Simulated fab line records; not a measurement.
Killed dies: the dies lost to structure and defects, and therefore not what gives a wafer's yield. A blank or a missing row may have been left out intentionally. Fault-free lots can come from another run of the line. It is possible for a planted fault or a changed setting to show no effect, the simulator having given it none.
One fault through the eyes of 2 desks ; flow sky130 ; numbers are kept per desk, each desk with only its own; the story behind them comes last

DESK OF THE TOOL OWNER: hdpcvd-01
The tool's own readings at SKY_VIA4_HDPCVD_00 (deposits SiO2, target thk 1750 nm, time 291.7 s): means of the sampled wafers that have a number, for each lot that ran on this tool. Marked OUT: a lot whose mean sits more than 4 standard deviations from the usual mean, which makes it out of limits; the brackets give that distance.
Columns: A = run length s at SKY_VIA4_HDPCVD_00, usual 319.7 s
lot;first seen here;A
L980;day 42 06:48;320.1
L984;day 43 08:38;320.1
L985;day 43 13:03;319.7
L987;day 43 21:37;319.1
L990;day 45 10:04;319.6
L991;day 45 12:28;319.2
L998;day 46 19:43;313.5 (-8.3) OUT
L999;day 46 20:26;307.1 (-17) OUT
L100;day 47 08:45;306.9 (-17) OUT
This desk's verdict: out of limits on L100, L998, L999, starting with L998 at day 46 19:43 (run length s at SKY_VIA4_HDPCVD_00). L980, L984, L985, L987, L990, L991 stayed within limits.

FROM THE METROLOGY DESK
Lot by lot, what the gauges showed, no matter which tool ran the lot: averages of those sampled wafers that carry a number. Marked OUT: a lot whose mean sits more than 4 standard deviations from the usual mean, which makes it out of limits; the brackets give that distance.
Columns: A = VIA3_BOW at SKY_VIA3_BOW_MEAS_03, usual 80 um; B = VIA4_HDPCVD_THK at SKY_VIA4_THK_MEAS_01, usual 1757 nm
lot;first seen here;A;B
L980;day 39 02:38;89;1746
L984;day 40 06:16;75;1731
L985;day 40 10:23;81;1777
L987;day 40 21:08;69;1772
L988;day 41 09:07;77;1764
L989;day 41 23:19;71;1750
L990;day 42 12:20;78;1765
L991;day 42 14:22;72;1775
L998;day 44 01:20;86;1724
L999;day 44 01:43;75;1682 (-5.0) OUT
L100;day 44 14:33;85;1682 (-5.0) OUT
This desk finds L100, L999 out of limits, with the earliest case on L999 at day 46 20:37 (VIA4_HDPCVD_THK at SKY_VIA4_THK_MEAS_01). L980, L984, L985, L987, L988, L989, L990, L991, L998 stayed within limits.

PUT TOGETHER
The tool owner's desk had the chance to raise an alarm at day 46 19:43 on L100, L998, L999.
Metrology desk: alarm possible at day 46 20:37 on L100, L999.
The metrology desk has L998 on record, within its limits.
All the named lots went through SKY_VIA4_HDPCVD_00 on hdpcvd-01.

WHAT THE SIMULATOR HAD PUT IN
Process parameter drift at SKY_VIA4_HDPCVD_00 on hdpcvd-01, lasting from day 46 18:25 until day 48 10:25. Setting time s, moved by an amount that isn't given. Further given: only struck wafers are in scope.
Lots struck among those shown: L100, L998, L999.
Counting hours from when the fault started, the first reading out of limits came at 1 for the tool owner's desk and at 2 for the metrology desk.
